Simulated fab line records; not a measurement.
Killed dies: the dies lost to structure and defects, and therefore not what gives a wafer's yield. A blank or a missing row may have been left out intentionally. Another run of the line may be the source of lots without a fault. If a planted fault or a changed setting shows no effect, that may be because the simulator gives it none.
fab line records	flow sky130
[record] lots = 6	wafers = 18	lastDay = 50
route steps=708 shown LOCAL_INTERCONNECT@388 PAD_OPEN@708
lots that met no fault: taken from a fault-free run of the same line
startH: hours from the record's opening day to when the first of the lot's shown wafers began	waitH: hours elapsed since this lot's preceding step	" identical to the entry in the row above	L1.1+2: several wafers, shown together as one row	- no value, or no start was given	* or withheld: withheld	< > ~ a bound
route shown NAME@n: names a module that has steps shown in the file, with the first one's number in the route	usual: the fault-free wafers' mean and standard deviation	same: alike in all rows	chamber/n: place in a boat	sites: the reading at each site	_std_site: the standard deviation of these	_edge_site: outer sites' mean less inner sites'	radiusMm: for every site, how far away it sits from the centre of the wafer	mask NAME#n: copy n	behind: the tool/chamber that last shaped the wafer	hold: the reason the lot was held/the length of the hold in hours/how it ended	device: transistor that didn't switch, given as n, p or np	end of line: at the end of the route, the tests of the same wafers	for a step that has no rows: nothing shown but its recipe	killed: dies lost to structure and defects at the first sort, not the wafer's yield	map: a wafer's dies, marking killed ones x, the rest . and places with no die _
set.NAME: setting as actually run; set.NAME@STEP: the setting as run at that earlier step	model.NAME: the simulator's own value behind a step, which no gauge read
a table for each step, a row for each wafer; lots at some steps of the route
services: from which hour (startH, from the record's first day; less than 0 if before it) a tool's chamber was out of use, for how many hours, and why
[[steps]]
[step SKY_LOCAL_INTERCONNECT_RS_MEAS_01]
[recipe] thkMeasGauge = four-point-probe	reads = TiN_of_LOCAL_INTERCONNECT_SPUTTER_00
[usual] LOCAL_INTERCONNECT_TIN_RS = 14.22/0.13
lot.wafer	tool	chamber	startH	waitH	LOCAL_INTERCONNECT_TIN_RS[ohm/sq]
L611.1	filmMetro-03	-	694.58	0.0	14.13
L611.2	"	-	"	"	14.02
L611.4	"	-	"	"	14.21
L622.1	filmMetro-02	-	782.06	0.0	14.40
L622.2	"	-	"	"	14.47
L622.4	"	-	"	"	14.38
L623.2	filmMetro-03	-	789.87	0.1	14.04
L623.3	"	-	"	"	14.14
L623.4	"	-	"	"	14.05
L624.2	filmMetro-02	-	797.14	0.1	14.04
L624.5	"	-	"	"	14.12
L624.6	"	-	"	"	14.22
L626.2	filmMetro-01	-	810.71	0.1	14.34
L626.3	"	-	"	"	14.19
L626.5	"	-	"	"	14.41
L631.2	filmMetro-02	-	842.12	0.1	14.26
L631.3	"	-	"	"	14.30
L631.6	"	-	"	"	14.31
[step SKY_LOCAL_INTERCONNECT_THK_MEAS_02]
[recipe] thkMeasGauge = xrf	reads = TiN_of_LOCAL_INTERCONNECT_SPUTTER_00
[usual] LOCAL_INTERCONNECT_TIN_THK = 99.3/0.91
lot.wafer	tool	chamber	startH	waitH	LOCAL_INTERCONNECT_TIN_THK[nm]
L611.1	filmMetro-03	-	694.70	0.1	99.8
L611.2	"	-	"	"	100.5
L611.4	"	-	"	"	99.3
L622.1	filmMetro-02	-	782.18	0.1	99.1
L622.2	"	-	"	"	98.3
L622.4	"	-	"	"	98.3
L623.2	filmMetro-03	-	789.98	0.1	100.2
L623.3	"	-	"	"	99.8
L623.4	"	-	"	"	100.5
L624.2	filmMetro-02	-	797.25	0.1	100.6
L624.5	"	-	"	"	99.7
L624.6	"	-	"	"	99.3
L626.2	filmMetro-01	-	810.82	0.1	98.1
L626.3	"	-	"	"	99.1
L626.5	"	-	"	"	97.6
L631.2	filmMetro-02	-	842.23	0.1	99.2
L631.3	"	-	"	"	98.4
L631.6	"	-	"	"	99.1
[step SKY_LOCAL_INTERCONNECT_DEHYDRATE_03]
[recipe] tempC = 200	timeS = 60
[step SKY_LOCAL_INTERCONNECT_HMDS_04]
[recipe] primeTimeS = 60	primeTempC = 120
[step SKY_LOCAL_INTERCONNECT_COAT_05]
[recipe] resist = BARC	tempC = withheld	timeS = withheld	spinRpm = 3000	resistThkNm = 60
[step SKY_LOCAL_INTERCONNECT_COAT_06]
[recipe] resist = KrF-thick	spinRpm = 3000	resistThkNm = 450
[step SKY_LOCAL_INTERCONNECT_SOFTBAKE_07]
[recipe] tempC = 100	timeS = 90	resist = KrF-thick
[step SKY_LOCAL_INTERCONNECT_EXPOSE_08]
[recipe] maskId = LI1M	na = 0.8	sourceShape = annular	sigmaInner = 0.55	sigmaOuter = 0.85	targetCdNm = 170	doseMj = 28
[step SKY_LOCAL_INTERCONNECT_PEB_09]
[recipe] pebTempC = withheld	pebTimeS = withheld	resist = KrF-thick
[step SKY_LOCAL_INTERCONNECT_DEVELOP_10]
[recipe] developTimeS = 60	resist = KrF-thick	devTempC = 21
[step SKY_LOCAL_INTERCONNECT_CD_MEAS_11]
[recipe] targetCdNm = 170
[usual] cdNm = 170.1/1.7
lot.wafer	tool	chamber	startH	waitH	cdNm
L611.1	cdSem-02	-	722.66	-	168.8
L611.2	"	-	"	"	170.2
L611.4	"	-	"	"	169.0
L622.1	cdSem-01	-	809.04	-	169.2
L622.2	"	-	"	"	167.1
L622.4	"	-	"	"	167.5
L623.2	cdSem-02	-	817.16	-	171.1
L623.3	"	-	"	"	170.3
L623.4	"	-	"	"	170.3
L624.2	cdSem-01	-	824.38	-	169.2
L624.5	"	-	"	"	170.2
L624.6	"	-	"	"	169.9
L626.2	cdSem-02	-	837.41	-	168.0
L626.3	"	-	"	"	168.9
L626.5	"	-	"	"	167.5
L631.2	cdSem-01	-	867.88	-	170.1
L631.3	"	-	"	"	170.0
L631.6	"	-	"	"	170.4
[step SKY_LOCAL_INTERCONNECT_OVL_MEAS_12]
[usual] LOCAL_INTERCONNECT_OVL = 0/5.4
lot.wafer	tool	chamber	startH	waitH	LOCAL_INTERCONNECT_OVL[nm]
L611.1	overlay-01	-	722.78	0.1	-5
L611.2	"	-	"	"	-7
L611.4	"	-	"	"	-6
L622.1	overlay-01	-	809.16	0.1	-12
L622.2	"	-	"	"	1
L622.4	"	-	"	"	-4
L623.2	overlay-02	-	817.27	0.1	9
L623.3	"	-	"	"	5
L623.4	"	-	"	"	5
L624.2	overlay-02	-	824.48	0.1	3
L624.5	"	-	"	"	1
L624.6	"	-	"	"	0
L626.2	overlay-01	-	837.52	0.1	-10
L626.3	"	-	"	"	-5
L626.5	"	-	"	"	-7
L631.2	overlay-02	-	867.98	0.1	-4
L631.3	"	-	"	"	4
L631.6	"	-	"	"	-4
[step SKY_LOCAL_INTERCONNECT_ETCH_13]
[recipe] chemistry = N2/H2	target = BARC	ionEnergyEv = 200	biasW = 100	pressureMtorr = 30	n2FlowSccm = 100	h2FlowSccm = 200	icpW = 500	stopOn = SiO2	timeS = 45.9	targetDepthA = 600
[usual] chamberPressureMTorr = 30.002/0.027	drypumpMotorCurrentA = 5.7/0.38	h2FlowSccm = 200.0/0.65	oesProductAu = 0.854/0.0047	throttleValvePct = 13.224/0.009
lot.wafer	tool	chamber	startH	waitH	chamberPressureMTorr	drypumpMotorCurrentA	h2FlowSccm	oesProductAu	rfHoursCounterH	throttleValvePct	model.KrF-thick_of_LOCAL_INTERCONNECT_COAT_06.thkNm
L611.1	rieMetal-04	1	722.81	0.0	29.951	5.3	200.2	0.858	5	13.223	392.8
L611.2	"	0	"	"	29.983	6.5	199.9	0.854	11	13.218	393.9
L611.4	"	1	"	"	29.981	5.3	200.1	0.856	-	13.229	392.9
L622.1	rieMetal-04	0	809.20	0.0	29.978	6.5	199.2	0.857	14	13.230	392.5
L622.2	"	1	"	"	30.036	5.3	199.7	0.854	8	13.213	392.5
L622.4	"	1	"	"	30.009	5.3	199.8	0.852	-	13.223	392.6
L623.2	rieMetal-04	0	817.30	0.0	30.023	6.5	199.1	0.855	14	13.231	401.5
L623.3	"	1	"	"	29.997	5.3	199.4	0.846	-	13.212	400.7
L623.4	"	0	"	"	30.021	6.5	199.0	0.856	-	13.225	401.9
L624.2	rieMetal-04	0	824.51	0.0	30.005	6.5	200.4	0.853	14	13.232	399.9
L624.5	"	0	"	"	30.012	6.5	200.2	0.857	-	13.219	401.3
L624.6	"	1	"	"	29.977	5.3	199.4	0.847	-	13.215	397.5
L626.2	rieMetal-01	1	837.55	0.0	30.051	5.5	201.0	0.853	9	13.237	393.4
L626.3	"	1	"	"	29.992	5.5	200.7	0.856	-	13.217	392.9
L626.5	"	1	"	"	29.992	5.5	200.7	0.859	-	13.231	393.5
L631.2	rieMetal-03	1	868.01	0.0	30.038	5.3	199.7	0.851	12	13.234	392
L631.3	"	1	"	"	30.043	5.3	199.5	0.855	-	13.232	392.5
L631.6	"	0	"	"	29.989	5.5	199.7	0.848	-	13.225	392
[step SKY_LOCAL_INTERCONNECT_METAL_ETCH_14]
[recipe] targetDepthNm = 110	stopOn = PSG	chemistry = Cl2/BCl3	target = TiN	resistSidewallDeg = 88	pressureMtorr = 10	icpW = 900	biasW = 48.5	Cl2_flow_sccm = 60	bcl3FlowSccm = 30	timeS = 31.4
[usual] chamberPressureMTorr = 9.999/0.0095	drypumpMotorCurrentA = 5.7/0.38	oesProductAu = 0.938/0.0073	throttleValvePct = 21.904/0.0093
lot.wafer	tool	chamber	startH	waitH	chamberPressureMTorr	drypumpMotorCurrentA	oesProductAu	rfHoursCounterH	throttleValvePct	model.KrF-thick_of_LOCAL_INTERCONNECT_COAT_06.thkNm
L611.1	rieMetal-04	1	722.88	0.0	9.981	5.3	0.943	5	21.912	348.6
L611.2	"	0	"	"	10.010	6.5	0.946	11	21.906	350.7
L611.4	"	1	"	"	10.017	5.3	0.936	-	21.906	348.6
L622.1	rieMetal-04	0	809.26	0.0	10.007	6.4	0.928	14	21.910	348.8
L622.2	"	1	"	"	9.990	5.3	0.926	8	21.900	347.7
L622.4	"	1	"	"	9.981	5.3	0.936	-	21.910	347.8
L623.2	rieMetal-04	0	817.36	0.0	10.003	6.5	0.943	14	21.901	357.8
L623.3	"	1	"	"	9.999	5.3	0.940	-	21.888	355.5
L623.4	"	0	"	"	10.008	6.5	0.942	-	21.891	357.9
L624.2	rieMetal-04	0	824.58	0.0	10.005	6.5	0.941	15	21.916	356.4
L624.5	"	0	"	"	10.003	6.4	0.939	-	21.904	357.6
L624.6	"	1	"	"	9.993	5.3	0.943	-	21.896	352.3
L626.2	rieMetal-01	1	837.61	0.0	10.009	5.5	0.932	9	21.892	348.9
L626.3	"	1	"	"	10.007	5.5	0.943	-	21.906	349
L626.5	"	1	"	"	9.986	5.5	0.927	-	21.913	349.3
L631.2	rieMetal-03	1	868.08	0.0	10.005	5.3	0.933	12	21.909	347.7
L631.3	"	1	"	"	10.010	5.3	0.936	-	21.909	348.8
L631.6	"	0	"	"	9.984	5.5	0.947	-	21.910	348.7
[step SKY_LOCAL_INTERCONNECT_STRIP_15]
[recipe] chemistry = O2/N2	powerW = 1400	pressureMtorr = 1500	platenTempC = withheld	o2FlowSccm = 3000	n2FlowSccm = 300	overashFraction = 0.5
[usual] chamberPressureMTorr = 1499.9/1.3	drypumpMotorCurrentA = 6.1/0.51	oesProductAu = 0.426/0.0044	stripTimeToEndpointS = 4.713/0.019
lot.wafer	tool	chamber	startH	waitH	chamberPressureMTorr	drypumpMotorCurrentA	oesProductAu	rfHoursCounterH	stripTimeToEndpointS
L611.1	plasmaAsher-03	1	722.93	0.0	1502.6	6.3	0.428	91	4.727
L611.2	"	0	"	"	1500.9	6.1	0.423	91	4.726
L611.4	"	0	"	"	1499.6	6.1	0.429	-	4.725
L622.1	plasmaAsher-03	1	809.31	0.0	1499.2	6.3	0.431	100	4.721
L622.2	"	0	"	"	1500.9	6.1	0.428	100	4.711
L622.4	"	1	"	"	1496.4	6.3	0.429	-	4.709
L623.2	plasmaAsher-03	1	817.41	0.0	1500.9	6.3	0.428	101	4.818
L623.3	"	1	"	"	1500.1	6.3	0.432	-	4.797
L623.4	"	0	"	"	1500.6	6.1	0.436	-	4.815
L624.2	plasmaAsher-04	1	824.63	0.0	1500.3	6.4	0.426	37	4.792
L624.5	"	1	"	"	1501.1	6.4	0.425	-	4.809
L624.6	"	0	"	"	1498.2	6.4	0.429	-	4.751
L626.2	plasmaAsher-04	1	837.66	0.0	1498.6	6.4	0.420	38	4.725
L626.3	"	0	"	"	1501.7	6.5	0.426	-	4.725
L626.5	"	0	"	"	1501.7	6.5	0.430	-	4.737
L631.2	plasmaAsher-04	1	868.13	0.0	1499.5	6.5	0.433	41	4.686
L631.3	"	1	"	"	1501.8	6.5	0.437	-	4.744
L631.6	"	0	"	"	1501.1	6.4	0.430	-	4.727
[step SKY_LOCAL_INTERCONNECT_STRIP_16]
[recipe] chemistry = postEtchResidueRemover	timeS = 1200	tempC = 72.5
[step SKY_PAD_OPEN_PROBE_99]
[usual] killed_at_M0_to_M3 = 43/7.6	killed_at_M4_up = 2.9/1.7	killedAtContacts = 24/5.5	killedAtFrontEnd = 15/4.2	killedAtOther = 0.3/0.52	killedDies = 86/9.4	killedOpen = 47/7	killedShort = 39/6.4
[same] grossDies = 492	killedAtBackSide = 0
lot.wafer	tool	chamber	startH	waitH	killed_at_M0_to_M3	killed_at_M4_up	killedAtContacts	killedAtFrontEnd	killedAtOther	killedDies	killedOpen	killedShort
L623.2	prober-01	-	1158.88	0.1	29	3	35	15	0	82	39	43
L623.3	prober-01	-	1158.93	0.2	35	5	26	12	0	78	43	35
L623.4	prober-01	-	1158.98	0.2	41	4	24	16	0	85	49	36
L624.2	prober-02	-	1163.70	0.1	33	2	20	13	0	68	43	25
L624.5	prober-02	-	1163.85	0.2	50	6	19	10	0	85	57	28
L624.6	prober-02	-	1163.90	0.2	43	5	26	15	0	89	55	34
L626.2	prober-02	-	1173.23	0.1	39	1	26	16	0	82	48	34
L626.3	prober-02	-	1173.28	0.2	34	1	21	12	0	68	41	27
L626.5	prober-02	-	1173.38	0.2	34	0	26	17	1	78	39	39
// killed by level:class
L623.2 CONTACT:geometricParticle:open=13 CONTACT:geometricParticle:short=7 LI_CONTACT:geometricParticle:open=6 FIELD_ISO:geometricParticle:short=5 VIA1:geometricParticle:short=5 VIA3:geometricParticle:short=5 LOCAL_INTERCONNECT:geometricParticle:short=4 FIELD_ISO:geometricParticle:open=4
L623.3 VIA1:geometricParticle:open=9 LI_CONTACT:geometricParticle:open=7 CONTACT:geometricParticle:open=6 VIA3:geometricParticle:open=5 CONTACT:geometricParticle:short=5 METAL1:geometricParticle:short=5 METAL4:geometricParticle:short=5 SPACER:geometricParticle:open=4
L623.4 VIA1:geometricParticle:open=11 VIA2:geometricParticle:open=8 CONTACT:geometricParticle:open=7 CONTACT:geometricParticle:short=6 LI_CONTACT:geometricParticle:open=5 FIELD_ISO:geometricParticle:short=4 VIA1:geometricParticle:short=4 LOCAL_INTERCONNECT:geometricParticle:short=4
L624.2 LI_CONTACT:geometricParticle:open=8 VIA1:geometricParticle:open=8 CONTACT:geometricParticle:open=7 METAL1:geometricParticle:short=7 VIA3:geometricParticle:open=6 FIELD_ISO:geometricParticle:open=3 METAL2:geometricParticle:open=3 FIELD_ISO:geometricParticle:short=2
L624.5 VIA2:geometricParticle:open=11 VIA1:geometricParticle:open=11 VIA3:geometricParticle:open=10 CONTACT:geometricParticle:open=8 POLY_GATE:geometricParticle:open=7 METAL1:geometricParticle:open=4 VIA1:geometricParticle:short=4 LI_CONTACT:geometricParticle:open=3
L624.6 CONTACT:geometricParticle:open=11 VIA1:geometricParticle:open=10 LI_CONTACT:geometricParticle:open=9 VIA3:geometricParticle:open=6 METAL2:geometricParticle:short=6 VIA2:geometricParticle:open=6 POLY_GATE:geometricParticle:open=4 CONTACT:geometricParticle:short=4
L626.2 VIA1:geometricParticle:open=11 LI_CONTACT:geometricParticle:open=9 VIA3:geometricParticle:open=8 CONTACT:geometricParticle:open=6 LOCAL_INTERCONNECT:geometricParticle:short=5 METAL1:geometricParticle:short=5 VIA1:geometricParticle:short=5 POLY_GATE:geometricParticle:short=4
L626.3 VIA1:geometricParticle:open=11 CONTACT:geometricParticle:open=8 LI_CONTACT:geometricParticle:open=6 METAL1:geometricParticle:short=5 VIA2:geometricParticle:open=4 POLY_GATE:geometricParticle:open=3 CONTACT:geometricParticle:short=3 VIA1:geometricParticle:short=3
L626.5 VIA1:geometricParticle:open=9 CONTACT:geometricParticle:open=7 LI_CONTACT:geometricParticle:open=6 CONTACT:geometricParticle:short=6 VIA3:geometricParticle:short=6 VIA1:geometricParticle:short=5 VIA3:geometricParticle:open=5 FIELD_ISO:geometricParticle:short=4
[[services]]
tool	chamber	startH	hours	kind
rieMetal-03	-	716.96	15.6	pm
plasmaAsher-04	-	770.00	29.4	repair
rieMetal-03	0	822.01	-	clean
rieMetal-03	0	822.01	21.8	scheduledDown
rieMetal-03	0	822.01	21.8	ventCycle
rieMetal-04	-	833.85	0.3	repair
[[key]]
[firstSign] step = SKY_LOCAL_INTERCONNECT_STRIP_15	reading = stripTimeToEndpointS	direction = up	sigmas = 4.3	usual = *	struck = *
effect none on later readings
[modelEffect] step = SKY_LOCAL_INTERCONNECT_ETCH_13	value = KrF-thick_of_LOCAL_INTERCONNECT_COAT_06.thkNm	without = 392.4	struck = 400.5
[modelEffect] step = SKY_LOCAL_INTERCONNECT_METAL_ETCH_14	value = KrF-thick_of_LOCAL_INTERCONNECT_COAT_06.thkNm	without = 348.2	struck = 356.3
metAt SKY_LOCAL_INTERCONNECT_ETCH_13
struckWafers L623.2,L623.3,L623.4,L624.2,L624.5,L624.6
testerLeftOut L623,L624
onsetBetween 809.20 817.30
alsoFits SKY_LOCAL_INTERCONNECT_METAL_ETCH_14:rieMetal-04
[fault] kind = processParameterDrift	tool = rieMetal-04	chamber = -	onsetH = 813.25	steps = SKY_LOCAL_INTERCONNECT_ETCH_13	channel = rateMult	offset = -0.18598	shape = step	endH = 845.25
// testerLeftOut: of these lots the tester's yield and bins aren't shown, on N5 and GAA mostly nor the transistor test; their killed dies are dies lost to structure and defects alone, not to doping, threshold or leakage, so they don't give the yield
